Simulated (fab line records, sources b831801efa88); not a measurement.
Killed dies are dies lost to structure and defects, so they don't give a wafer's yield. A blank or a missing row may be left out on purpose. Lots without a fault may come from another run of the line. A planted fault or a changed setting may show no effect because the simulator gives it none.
fab line records | flow sky130
record lots=13 wafers=35 last_day=50
route steps=708 shown VIA1@461 METAL2@485 PAD_OPEN@708
lots that met no fault: from a run of the same line without faults
start_h: hours from the record's first day to the start of the lot's first wafer shown | wait_h: hours since the lot's step before | " the same as in the row above | L1.1+2: a row that stands for several wafers | - no value, or no start given | * or withheld: withheld | < > ~ a bound
route shown NAME@n: a module of which the file shows steps, and the number in the route of the first | usual: mean/standard deviation of fault-free wafers | same: alike in all rows | chamber/n: place in a boat | sites: the reading at each site | _std_site: their standard deviation | _edge_site: outer sites' mean less inner sites' | radius_mm: how far each site lies from the wafer's centre | mask NAME#n: copy n | behind: the tool/chamber that last shaped the wafer | hold: why the lot was held/for how many hours/how that ended | device: the transistor (n, p or np) that didn't switch | end of line: the same wafers' tests at the end of the route | a step without rows: its recipe alone | killed: dies lost to structure and defects at the first sort, not the wafer's yield | map: a wafer's dies, x killed, . not, _ none there
set.NAME: the setting as run; set.NAME@STEP: as run at that earlier step | model.NAME: the simulator's own value behind a step, which no gauge read
steps of the route over a sample of lots; a table a step, a row a wafer
services: from which hour (start_h, from the record's first day; less than 0 if before it) a tool's chamber was out of use, for how many hours, and why
## steps
# step SKY_VIA1_BOW_MEAS_03
# recipe mode=bow
# usual VIA1_BOW=81/7.5
# columns lot.wafer tool chamber start_h wait_h VIA1_BOW[um]
L545.3 film_metro-01 - 804.61 0.1 78
L545.5 " - " " 80
L545.6 " - " " 83
L548.1 film_metro-02 - 805.14 0.2 76
L548.3 " - " " 71
L548.4 " - " " 68
L544.1 film_metro-04 - 812.10 0.2 85
L544.3 " - " " 89
L544.5 " - " " 99
L547.3 film_metro-02 - 814.53 0.2 72
L549.5 film_metro-01 - 823.93 0.1 77
L554.1 film_metro-02 - 854.06 0.2 73
L554.2 " - " " 80
L554.4 " - " " 66
L556.1 film_metro-02 - 866.89 0.1 85
L556.3 " - " " 83
L556.5 " - " " 75
L558.2 film_metro-02 - 876.51 0.2 89
L558.3 " - " " 94
L558.6 " - " " 76
L560.1 film_metro-02 - 899.88 0.1 79
L560.2 " - " " 70
L560.6 " - " " 80
L561.1 film_metro-02 - 900.36 0.1 71
L561.3 " - " " 81
L561.4 " - " " 80
L562.1 film_metro-04 - 906.85 0.1 93
L562.4 " - " " 67
L562.6 " - " " 77
L564.2 film_metro-02 - 926.38 0.2 80
L564.3 " - " " 87
L564.4 " - " " 85
L566.1 film_metro-02 - 932.87 0.1 82
L566.3 " - " " 75
L566.4 " - " " 85
# step SKY_VIA1_CD_MEAS_12
# recipe target_cd_nm=150
# usual cd_nm=149.4/1.5
# columns lot.wafer tool chamber start_h wait_h cd_nm
L545.3 cd_sem-02 - 831.24 - 148.5
L545.5 " - " " 150.6
L545.6 " - " " 149.0
L548.1 cd_sem-02 - 831.93 - 150.0
L548.3 " - " " 151.5
L548.4 " - " " 150.3
L544.1 cd_sem-02 - 838.29 - 149.7
L544.3 " - " " 149.4
L544.5 " - " " 150.5
L547.3 cd_sem-02 - 840.59 - 147.3
L549.5 cd_sem-02 - 850.37 - 149.3
L554.1 cd_sem-02 - 879.75 - 150.4
L554.2 " - " " 151.7
L554.4 " - " " 152.9
L556.1 cd_sem-02 - 892.91 - 151.7
L556.3 " - " " 151.5
L556.5 " - " " 150.9
L558.2 cd_sem-02 - 901.47 - 149.5
L558.3 " - " " 149.8
L558.6 " - " " 147.6
L560.1 cd_sem-01 - 923.95 - 148.6
L560.2 " - " " 149.5
L560.6 " - " " 146.2
L561.1 cd_sem-01 - 924.60 - 148.6
L561.3 " - " " 148.2
L561.4 " - " " 146.8
L562.1 cd_sem-02 - 930.90 - 148.7
L562.4 " - " " 149.1
L562.6 " - " " 149.3
L564.2 cd_sem-01 - 950.91 - 147.6
L564.3 " - " " 147.8
L564.4 " - " " 146.8
L566.1 cd_sem-01 - 957.16 - 149.3
L566.3 " - " " 151.1
L566.4 " - " " 151.5
# step SKY_VIA1_SPUTTER_20
# recipe material=TiN target_thk_nm=20 chamber_pressure_pa=5 power_w=4000 time_s=80
# usual cathode_dc_power_W=3999.9/0.72 chamber_pressure_pa=4.998/0.0092 throttle_valve_pct=30.0/1.1
# columns lot.wafer tool chamber start_h wait_h cathode_dc_power_W chamber_pressure_pa throttle_valve_pct
L545.3 pvd_sputter-03 - 832.04 0.0 3999.5 5.006 28.2
L545.5 " - " " 3999.3 5.001 31.8
L545.6 " - " " 3999.9 5.012 28.6
L548.1 pvd_sputter-02 - 832.76 0.0 3999.4 5.003 29.4
L548.3 " - " " 4000.9 4.989 31.3
L548.4 " - " " 3998.9 4.997 30.8
L544.1 pvd_sputter-02 - 839.19 0.0 4000.2 5.014 31.3
L544.3 " - " " 4000.3 4.987 29.2
L544.5 " - " " 4001.0 5.006 31.0
L547.3 pvd_sputter-02 - 841.39 0.0 3999.7 5.008 30.6
L549.5 pvd_sputter-02 - 851.19 0.0 3999.5 4.989 29.4
L554.1 pvd_sputter-02 - 880.62 0.0 3999.4 5.001 29.4
L554.2 " - " " 3999.9 4.983 31.3
L554.4 " - " " 3999.7 5.003 29.5
L556.1 pvd_sputter-04 - 893.75 0.0 4000.3 4.988 28.7
L556.3 " - " " 3999.7 5.006 28.8
L556.5 " - " " 3998.6 4.999 28.6
L558.2 pvd_sputter-02 - 902.29 0.0 3999.8 4.987 29.3
L558.3 " - " " 3999.2 4.999 29.3
L558.6 " - " " 3999.9 4.995 30.7
L560.1 pvd_sputter-02 - 924.82 0.0 3999.2 4.988 29.5
L560.2 " - " " 3999.3 5.003 30.5
L560.6 " - " " 4000.3 5.001 29.4
L561.1 pvd_sputter-04 - 925.48 0.0 4000.2 5.013 28.7
L561.3 " - " " 3999.2 5.003 28.7
L561.4 " - " " 3999.0 4.989 31.8
L562.1 pvd_sputter-03 - 931.82 0.0 4000.1 5.012 29.3
L562.4 " - " " 3999.3 4.992 30.1
L562.6 " - " " 4001.3 5.009 28.4
L564.2 pvd_sputter-02 - 951.73 0.0 4000.5 5.013 29.4
L564.3 " - " " 4000.4 5.008 29.0
L564.4 " - " " 4000.8 4.990 30.5
L566.1 pvd_sputter-02 - 958.00 0.0 3999.7 4.996 31.4
L566.3 " - " " 3999.3 4.996 30.8
L566.4 " - " " 3999.6 4.996 29.3
# step SKY_METAL2_SPUTTER_02
# recipe material=AlCu target_thk_nm=250 power_w=10600 time_s=13.3 chamber_pressure_pa=0.4
# usual cathode_dc_power_W=10600/1.7 chamber_pressure_pa=0.4000/0.00095 throttle_valve_pct=30.3/1.2
# columns lot.wafer tool chamber start_h wait_h cathode_dc_power_W chamber_pressure_pa throttle_valve_pct
L545.3 pvd_sputter-01 - 832.72 0.0 10599 0.3993 29.7
L545.5 " - " " 10600 0.3990 32.1
L545.6 " - " " 10600 0.4000 30.7
L548.1 pvd_sputter-04 - 833.51 0.0 10600 0.4002 28.5
L548.3 " - " " 10598 0.3989 31.7
L548.4 " - " " 10602 0.4013 30.7
L544.1 pvd_sputter-04 - 839.88 0.0 10600 0.4000 28.6
L544.3 " - " " 10600 0.3990 30.8
L544.5 " - " " 10601 0.3996 28.5
L547.3 pvd_sputter-01 - 842.08 0.0 9799.1 0.3994 29.4
L549.5 pvd_sputter-01 - 851.86 0.0 9796.7 0.4021 29.8
L554.1 pvd_sputter-03 - 881.30 0.0 10602 0.3986 28.5
L554.2 " - " " 10602 0.4008 29.7
L554.4 " - " " 10598 0.3991 29.2
L556.1 pvd_sputter-03 - 894.46 0.0 10601 0.3992 31.6
L556.3 " - " " 10601 0.4000 28.2
L556.5 " - " " 10601 0.3994 30.0
L558.2 pvd_sputter-03 - 902.97 0.0 10601 0.3996 30.1
L558.3 " - " " 10603 0.3990 32.1
L558.6 " - " " 10600 0.4007 29.1
L560.1 pvd_sputter-01 - 925.50 0.0 10603 0.4000 32.0
L560.2 " - " " 10599 0.4019 30.9
L560.6 " - " " 10601 0.4018 30.9
L561.1 pvd_sputter-04 - 926.16 0.0 10602 0.3993 28.3
L561.3 " - " " 10600 0.4009 31.4
L561.4 " - " " 10600 0.4008 30.8
L562.1 pvd_sputter-04 - 932.50 0.0 10601 0.3993 30.8
L562.4 " - " " 10600 0.3980 28.6
L562.6 " - " " 10599 0.4000 28.5
L564.2 pvd_sputter-04 - 952.41 0.0 10599 0.4010 30.9
L564.3 " - " " 10600 0.3994 28.7
L564.4 " - " " 10602 0.3997 31.9
L566.1 pvd_sputter-03 - 959.07 0.0 10601 0.4007 28.6
L566.3 " - " " 10595 0.3994 29.1
L566.4 " - " " 10598 0.3999 32.0
# step SKY_METAL2_RS_MEAS_05
# recipe thk_meas_gauge=four-point-probe reads=TiN_of_METAL2_SPUTTER_04+Ti_of_METAL2_SPUTTER_03+AlCu_of_METAL2_SPUTTER_02+TiN_of_METAL2_SPUTTER_01+Ti_of_METAL2_SPUTTER_00
# usual METAL2_ALCU_RS=0.1264/0.0013
# columns lot.wafer tool chamber start_h wait_h METAL2_ALCU_RS[ohm/sq]
L545.3 film_metro-04 - 832.85 0.1 0.1253
L545.5 " - " " 0.1269
L545.6 " - " " 0.1258
L548.1 film_metro-04 - 833.60 0.0 0.1261
L548.3 " - " " 0.1239
L548.4 " - " " 0.1238
L544.1 film_metro-04 - 839.97 0.0 0.1275
L544.3 " - " " 0.1252
L544.5 " - " " 0.1243
L547.3 film_metro-03 - 842.22 0.1 0.1393
L549.5 film_metro-03 - 852.02 0.1 0.1362
L554.1 film_metro-03 - 881.39 0.0 0.1277
L554.2 " - " " 0.1267
L554.4 " - " " 0.1256
L556.1 film_metro-03 - 894.58 0.1 0.1281
L556.3 " - " " 0.1281
L556.5 " - " " 0.1279
L558.2 film_metro-03 - 903.08 0.0 0.1270
L558.3 " - " " 0.1255
L558.6 " - " " 0.1261
L560.1 film_metro-03 - 925.59 0.0 0.1260
L560.2 " - " " 0.1253
L560.6 " - " " 0.1263
L561.1 film_metro-03 - 926.25 0.0 0.1251
L561.3 " - " " 0.1265
L561.4 " - " " 0.1266
L562.1 film_metro-03 - 932.60 0.0 0.1247
L562.4 " - " " 0.1236
L562.6 " - " " 0.1275
L564.2 film_metro-03 - 952.52 0.0 0.1256
L564.3 " - " " 0.1274
L564.4 " - " " 0.1253
L566.1 film_metro-04 - 959.16 0.0 0.1270
L566.3 " - " " 0.1282
L566.4 " - " " 0.1265
# step SKY_METAL2_THK_MEAS_06
# recipe thk_meas_gauge=xrf reads=AlCu_of_METAL2_SPUTTER_02
# usual METAL2_ALCU_THK=246.9/2.6
# columns lot.wafer tool chamber start_h wait_h METAL2_ALCU_THK[nm]
L545.3 film_metro-04 - 832.95 0.1 247.9
L545.5 " - " " 246.4
L545.6 " - " " 246.6
L548.1 film_metro-04 - 833.72 0.1 247.6
L548.3 " - " " 250.6
L548.4 " - " " 250.5
L544.1 film_metro-04 - 840.09 0.1 243.8
L544.3 " - " " 248.0
L544.5 " - " " 249.9
L547.3 film_metro-03 - 842.32 0.1 224.0
L549.5 film_metro-03 - 852.10 0.1 230.3
L554.1 film_metro-03 - 881.51 0.1 244.8
L554.2 " - " " 246.0
L554.4 " - " " 246.3
L556.1 film_metro-03 - 894.70 0.1 246.5
L556.3 " - " " 242.4
L556.5 " - " " 243.8
L558.2 film_metro-03 - 903.19 0.1 246.4
L558.3 " - " " 249.3
L558.6 " - " " 247.6
L560.1 film_metro-03 - 925.71 0.1 246.5
L560.2 " - " " 249.1
L560.6 " - " " 248.0
L561.1 film_metro-03 - 926.37 0.1 248.7
L561.3 " - " " 247.5
L561.4 " - " " 245.1
L562.1 film_metro-03 - 932.72 0.1 249.4
L562.4 " - " " 251.0
L562.6 " - " " 246.3
L564.2 film_metro-03 - 952.63 0.1 248.7
L564.3 " - " " 245.5
L564.4 " - " " 249.5
L566.1 film_metro-04 - 959.28 0.1 247.0
L566.3 " - " " 243.5
L566.4 " - " " 249.1
# step SKY_PAD_OPEN_PROBE_99
# usual killed_at_M0_to_M3=44/6.7 killed_at_M4_up=3.1/1.8 killed_at_contacts=24/5.1 killed_at_front_end=16/4.7 killed_at_other=0.3/0.59 killed_dies=88/9.6 killed_open=48/7.3 killed_short=39/6.5
# same gross_dies=492 killed_at_back_side=0
# columns lot.wafer tool chamber start_h wait_h killed_at_M0_to_M3 killed_at_M4_up killed_at_contacts killed_at_front_end killed_at_other killed_dies killed_open killed_short
L548.1 prober-02 - 1105.77 0.1 47 3 17 9 0 76 43 33
L548.3 prober-02 - 1105.87 0.2 36 1 27 26 0 90 56 34
L548.4 prober-02 - 1105.92 0.2 49 2 31 11 0 93 60 33
L545.3 prober-01 - 1106.04 0.2 51 4 19 14 3 91 42 49
L545.5 prober-01 - 1106.14 0.2 39 4 26 25 1 95 47 46
L545.6 prober-01 - 1106.19 0.2 44 5 28 20 0 97 53 44
L544.1 prober-02 - 1112.88 0.1 44 2 33 12 0 91 60 30
L544.3 prober-02 - 1112.98 0.2 47 6 22 13 0 88 47 40
L544.5 prober-02 - 1113.08 0.2 36 3 16 16 0 71 38 33
L549.5 prober-01 - 1121.66 0.2 45 6 18 24 2 95 49 46
L554.1 prober-01 - 1142.66 0.1 45 4 22 17 1 89 39 50
L554.2 prober-01 - 1142.71 0.1 37 1 24 16 1 79 45 30
L554.4 prober-01 - 1142.81 0.2 42 2 35 19 2 100 59 39
L556.1 prober-01 - 1154.91 0.1 43 4 30 17 0 94 52 42
L556.3 prober-01 - 1155.01 0.2 36 0 15 17 0 68 34 34
L556.5 prober-01 - 1155.11 0.2 57 3 24 16 0 100 50 50
L558.2 prober-01 - 1159.96 0.1 41 2 29 5 0 77 45 32
L558.3 prober-01 - 1160.01 0.2 30 3 23 11 1 68 41 26
L558.6 prober-01 - 1160.16 0.2 54 8 27 19 0 108 53 54
L560.1 prober-01 - 1176.23 0.1 55 3 29 14 0 101 52 48
L560.2 prober-01 - 1176.28 0.1 49 3 26 17 1 96 53 43
L560.6 prober-01 - 1176.48 0.2 59 0 26 16 0 101 59 42
L561.1 prober-02 - 1177.81 0.1 56 1 26 14 0 97 56 41
L561.3 prober-02 - 1177.91 0.2 26 2 25 16 0 69 34 35
L561.4 prober-02 - 1177.96 0.2 48 3 19 18 0 88 51 36
L562.1 prober-01 - 1179.91 0.1 44 3 23 20 0 90 50 40
L562.4 prober-01 - 1180.06 0.2 46 2 27 10 1 86 46 40
L562.6 prober-01 - 1180.16 0.2 47 2 23 13 0 85 51 34
L564.2 prober-01 - 1194.10 0.1 47 4 15 14 2 82 50 32
L564.3 prober-01 - 1194.15 0.2 37 7 21 14 0 79 42 37
L564.4 prober-01 - 1194.20 0.2 51 1 22 18 0 92 44 48
L566.1 prober-01 - 1198.51 0.1 45 2 18 18 0 83 53 29
L566.3 prober-01 - 1198.61 0.2 38 2 21 20 0 81 36 45
L566.4 prober-01 - 1198.66 0.2 40 2 18 11 0 71 37 33
# killed by level:class
L548.1 VIA1:geometric_particle:open=14 CONTACT:geometric_particle:open=10 VIA2:geometric_particle:open=9 METAL2:geometric_particle:short=7 VIA3:geometric_particle:short=4 FIELD_ISO:geometric_particle:short=3 LI_CONTACT:geometric_particle:short=3 METAL4:geometric_particle:short=3
L548.3 CONTACT:geometric_particle:short=10 CONTACT:geometric_particle:open=9 FIELD_ISO:geometric_particle:open=7 VIA1:geometric_particle:open=7 LI_CONTACT:geometric_particle:open=6 VIA2:geometric_particle:open=6 VIA2:geometric_particle:short=6 VIA3:geometric_particle:open=6
L548.4 CONTACT:geometric_particle:open=13 VIA3:geometric_particle:open=10 LI_CONTACT:geometric_particle:open=9 VIA1:geometric_particle:open=9 METAL1:geometric_particle:short=6 VIA1:geometric_particle:short=6 FIELD_ISO:geometric_particle:open=5 VIA2:geometric_particle:open=5
L545.3 METAL1:geometric_particle:short=12 CONTACT:geometric_particle:open=11 VIA3:geometric_particle:open=7 METAL2:geometric_particle:short=7 METAL3:geometric_particle:short=7 VIA2:geometric_particle:open=5 POLY_GATE:geometric_particle:short=4 VIA3:geometric_particle:short=4
L545.5 CONTACT:geometric_particle:open=10 LI_CONTACT:geometric_particle:open=6 VIA1:geometric_particle:open=6 FIELD_ISO:geometric_particle:open=5 VIA2:geometric_particle:open=5 POLY_GATE:geometric_particle:short=5 METAL2:geometric_particle:short=5 POLY_GATE:geometric_particle:open=4
L545.6 METAL1:geometric_particle:short=9 LI_CONTACT:geometric_particle:open=9 CONTACT:geometric_particle:open=9 POLY_GATE:geometric_particle:open=7 VIA2:geometric_particle:open=7 CONTACT:geometric_particle:short=6 VIA1:geometric_particle:open=6 VIA3:geometric_particle:open=5
L544.1 VIA1:geometric_particle:open=13 CONTACT:geometric_particle:short=12 VIA2:geometric_particle:open=12 LI_CONTACT:geometric_particle:open=8 CONTACT:geometric_particle:open=8 VIA3:geometric_particle:open=7 LOCAL_INTERCONNECT:geometric_particle:short=4 VIA2:geometric_particle:short=4
L544.3 VIA1:geometric_particle:open=10 VIA2:geometric_particle:open=9 VIA3:geometric_particle:open=8 LI_CONTACT:geometric_particle:open=7 CONTACT:geometric_particle:short=6 METAL1:geometric_particle:short=4 LI_CONTACT:geometric_particle:short=4 VIA1:geometric_particle:short=4
L544.5 VIA1:geometric_particle:open=9 VIA2:geometric_particle:open=8 LI_CONTACT:geometric_particle:open=6 VIA1:geometric_particle:short=6 FIELD_ISO:geometric_particle:open=4 CONTACT:geometric_particle:short=4 POLY_GATE:geometric_particle:short=3 METAL1:geometric_particle:short=3
L549.5 VIA1:geometric_particle:open=7 METAL2:geometric_particle:short=7 FIELD_ISO:geometric_particle:open=6 CONTACT:geometric_particle:open=6 METAL1:geometric_particle:short=6 VIA1:geometric_particle:short=6 VIA3:geometric_particle:short=6 LI_CONTACT:geometric_particle:open=5
L554.1 VIA1:geometric_particle:open=11 METAL1:geometric_particle:short=7 VIA1:geometric_particle:short=7 CONTACT:geometric_particle:open=6 POLY_GATE:geometric_particle:short=5 POLY_GATE:geometric_particle:open=5 CONTACT:geometric_particle:short=5 VIA3:geometric_particle:open=5
L554.2 VIA1:geometric_particle:open=8 VIA2:geometric_particle:open=8 CONTACT:geometric_particle:open=7 LI_CONTACT:geometric_particle:open=6 VIA3:geometric_particle:open=6 FIELD_ISO:geometric_particle:short=5 METAL2:geometric_particle:short=5 CONTACT:geometric_particle:short=4
L554.4 CONTACT:geometric_particle:open=15 VIA2:geometric_particle:open=9 LI_CONTACT:geometric_particle:open=7 VIA1:geometric_particle:open=7 VIA3:geometric_particle:open=6 FIELD_ISO:geometric_particle:open=5 LI_CONTACT:geometric_particle:short=5 CONTACT:geometric_particle:short=5
L556.1 VIA1:geometric_particle:open=11 LI_CONTACT:geometric_particle:open=9 VIA2:geometric_particle:open=9 CONTACT:geometric_particle:open=8 CONTACT:geometric_particle:short=7 FIELD_ISO:geometric_particle:open=6 METAL2:geometric_particle:short=5 POLY_GATE:geometric_particle:short=5
L556.3 METAL2:geometric_particle:short=11 CONTACT:geometric_particle:open=8 VIA1:geometric_particle:open=7 FIELD_ISO:geometric_particle:open=6 FIELD_ISO:geometric_particle:short=5 VIA3:geometric_particle:open=5 VIA2:geometric_particle:open=4 POLY_GATE:geometric_particle:short=3
L556.5 CONTACT:geometric_particle:open=12 VIA1:geometric_particle:open=11 METAL1:geometric_particle:short=10 VIA3:geometric_particle:open=7 FIELD_ISO:geometric_particle:short=6 VIA2:geometric_particle:open=6 LI_CONTACT:geometric_particle:short=5 VIA2:geometric_particle:short=5
L558.2 LI_CONTACT:geometric_particle:open=9 CONTACT:geometric_particle:open=9 VIA1:geometric_particle:open=9 VIA3:geometric_particle:open=7 CONTACT:geometric_particle:short=6 VIA2:geometric_particle:open=5 METAL2:geometric_particle:short=4 VIA1:geometric_particle:short=4
L558.3 VIA1:geometric_particle:open=13 CONTACT:geometric_particle:open=7 LI_CONTACT:geometric_particle:open=6 LI_CONTACT:geometric_particle:short=5 POLY_CUT:geometric_particle:open=3 CONTACT:geometric_particle:short=3 METAL1:geometric_particle:short=3 VIA3:geometric_particle:open=3
L558.6 CONTACT:geometric_particle:open=12 METAL1:geometric_particle:short=11 VIA1:geometric_particle:open=10 LI_CONTACT:geometric_particle:open=8 METAL4:geometric_particle:short=7 VIA3:geometric_particle:open=7 VIA2:geometric_particle:open=6 SPACER:geometric_particle:short=5
L560.1 VIA1:geometric_particle:open=14 CONTACT:geometric_particle:open=13 VIA3:geometric_particle:open=9 METAL1:geometric_particle:short=9 METAL2:geometric_particle:short=8 LI_CONTACT:geometric_particle:open=5 VIA1:geometric_particle:short=5 POLY_GATE:geometric_particle:short=4
L560.2 VIA1:geometric_particle:open=12 CONTACT:geometric_particle:open=11 METAL1:geometric_particle:short=8 FIELD_ISO:geometric_particle:open=7 VIA2:geometric_particle:open=7 METAL2:geometric_particle:short=7 LI_CONTACT:geometric_particle:open=6 VIA1:geometric_particle:short=4
L560.6 VIA1:geometric_particle:open=21 CONTACT:geometric_particle:open=9 POLY_GATE:geometric_particle:open=7 CONTACT:geometric_particle:short=6 POLY_GATE:geometric_particle:short=5 LI_CONTACT:geometric_particle:open=5 VIA2:geometric_particle:open=5 LOCAL_INTERCONNECT:geometric_particle:short=5
L561.1 LI_CONTACT:geometric_particle:open=11 VIA3:geometric_particle:open=11 VIA2:geometric_particle:open=11 METAL1:geometric_particle:short=10 CONTACT:geometric_particle:open=8 VIA1:geometric_particle:open=6 FIELD_ISO:geometric_particle:short=5 METAL2:geometric_particle:short=5
L561.3 CONTACT:geometric_particle:open=12 METAL2:geometric_particle:short=6 POLY_GATE:geometric_particle:short=5 METAL1:geometric_particle:short=5 VIA1:geometric_particle:open=5 LI_CONTACT:geometric_particle:open=4 CONTACT:geometric_particle:short=4 FIELD_ISO:geometric_particle:short=3
L561.4 VIA1:geometric_particle:open=15 CONTACT:geometric_particle:open=9 VIA2:geometric_particle:open=7 VIA3:geometric_particle:open=6 VIA1:geometric_particle:short=6 FIELD_ISO:geometric_particle:short=5 POLY_GATE:geometric_particle:open=5 FIELD_ISO:geometric_particle:open=4
L562.1 CONTACT:geometric_particle:open=9 METAL1:geometric_particle:short=7 POLY_GATE:geometric_particle:open=7 LI_CONTACT:geometric_particle:open=7 VIA1:geometric_particle:open=6 VIA1:geometric_particle:short=6 VIA3:geometric_particle:open=6 VIA2:geometric_particle:open=5
L562.4 CONTACT:geometric_particle:open=11 VIA1:geometric_particle:open=9 METAL2:geometric_particle:short=8 LI_CONTACT:geometric_particle:open=7 VIA3:geometric_particle:open=7 VIA1:geometric_particle:short=6 CONTACT:geometric_particle:short=5 FIELD_ISO:geometric_particle:short=4
L562.6 VIA1:geometric_particle:open=13 CONTACT:geometric_particle:open=8 VIA3:geometric_particle:open=7 LOCAL_INTERCONNECT:geometric_particle:short=6 LI_CONTACT:geometric_particle:open=5 METAL1:geometric_particle:short=5 VIA2:geometric_particle:open=5 FIELD_ISO:geometric_particle:open=4
L564.2 VIA1:geometric_particle:open=10 VIA3:geometric_particle:open=8 VIA2:geometric_particle:open=7 FIELD_ISO:geometric_particle:open=5 CONTACT:geometric_particle:open=5 LI_CONTACT:geometric_particle:open=4 METAL1:geometric_particle:open=4 METAL2:geometric_particle:short=4
L564.3 VIA1:geometric_particle:open=8 CONTACT:geometric_particle:open=7 VIA2:geometric_particle:open=7 LI_CONTACT:geometric_particle:open=6 METAL1:geometric_particle:short=5 FIELD_ISO:geometric_particle:short=4 POLY_GATE:geometric_particle:open=4 VIA2:geometric_particle:short=4
L564.4 VIA2:geometric_particle:open=9 METAL1:geometric_particle:short=9 VIA1:geometric_particle:short=8 FIELD_ISO:geometric_particle:open=6 VIA3:geometric_particle:open=6 LI_CONTACT:geometric_particle:short=5 LI_CONTACT:geometric_particle:open=5 CONTACT:geometric_particle:open=5
L566.1 VIA1:geometric_particle:open=11 VIA2:geometric_particle:open=9 FIELD_ISO:geometric_particle:open=8 CONTACT:geometric_particle:open=6 METAL2:geometric_particle:short=5 POLY_GATE:geometric_particle:short=4 LI_CONTACT:geometric_particle:short=4 LI_CONTACT:geometric_particle:open=4
L566.3 POLY_GATE:geometric_particle:short=7 VIA3:geometric_particle:open=7 VIA1:geometric_particle:open=6 CONTACT:geometric_particle:open=6 METAL3:geometric_particle:short=6 LI_CONTACT:geometric_particle:open=5 METAL1:geometric_particle:short=5 FIELD_ISO:geometric_particle:short=4
L566.4 VIA1:geometric_particle:open=9 VIA3:geometric_particle:open=7 METAL2:geometric_particle:short=5 LI_CONTACT:geometric_particle:open=5 METAL1:geometric_particle:short=5 CONTACT:geometric_particle:open=4 LOCAL_INTERCONNECT:geometric_particle:short=4 FIELD_ISO:geometric_particle:open=3
## services
# columns tool chamber start_h hours kind
pvd_sputter-01 - 849.05 0.9 repair
pvd_sputter-04 - 862.47 0.6 repair
pvd_sputter-03 - 883.22 1.0 repair
pvd_sputter-01 1 909.66 - consumable_replace:kit
pvd_sputter-01 1 909.66 18.0 scheduled_down
pvd_sputter-01 1 909.66 18.0 vent_cycle
pvd_sputter-04 - 919.20 0.9 repair
pvd_sputter-03 - 939.55 3.3 repair
## key
first_sign step=SKY_METAL2_SPUTTER_02 reading=cathode_dc_power_W direction=down sigmas=99+ usual=10600 struck=9797.9
effect step=SKY_METAL2_RS_MEAS_05 reading=METAL2_ALCU_RS direction=up sigmas=8.5 usual=0.1264 struck=0.1378
effect step=SKY_METAL2_THK_MEAS_06 reading=METAL2_ALCU_THK direction=down sigmas=7.6 usual=246.9 struck=227.2
met_at SKY_METAL2_SPUTTER_02
struck_lots L547,L549
struck_wafers L547.3,L549.5
rows_end L547.3
tester_left_out L549
not_acting_at SKY_VIA1_BOW_MEAS_03,SKY_VIA1_CD_MEAS_12,SKY_VIA1_SPUTTER_20
onset_between 832.72 842.08
earlier_fault kind=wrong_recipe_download tool=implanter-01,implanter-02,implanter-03 chamber=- onset_h=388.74 steps=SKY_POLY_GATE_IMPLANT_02 wrong_recipe.not_listed=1
fault kind=process_parameter_drift tool=pvd_sputter-01 chamber=- onset_h=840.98 steps=SKY_METAL2_SPUTTER_02 channel=power_w offset=* shape=step acts_in=* stated=* scope=struck_wafers_only
# tester_left_out: of these lots the tester's yield and bins aren't shown, on N5 and GAA mostly nor the transistor test; their killed dies are dies lost to structure and defects alone, not to doping, threshold or leakage, so they don't give the yield
# rows_end: these wafers met a further fault down the route, and their rows from its step on are left out
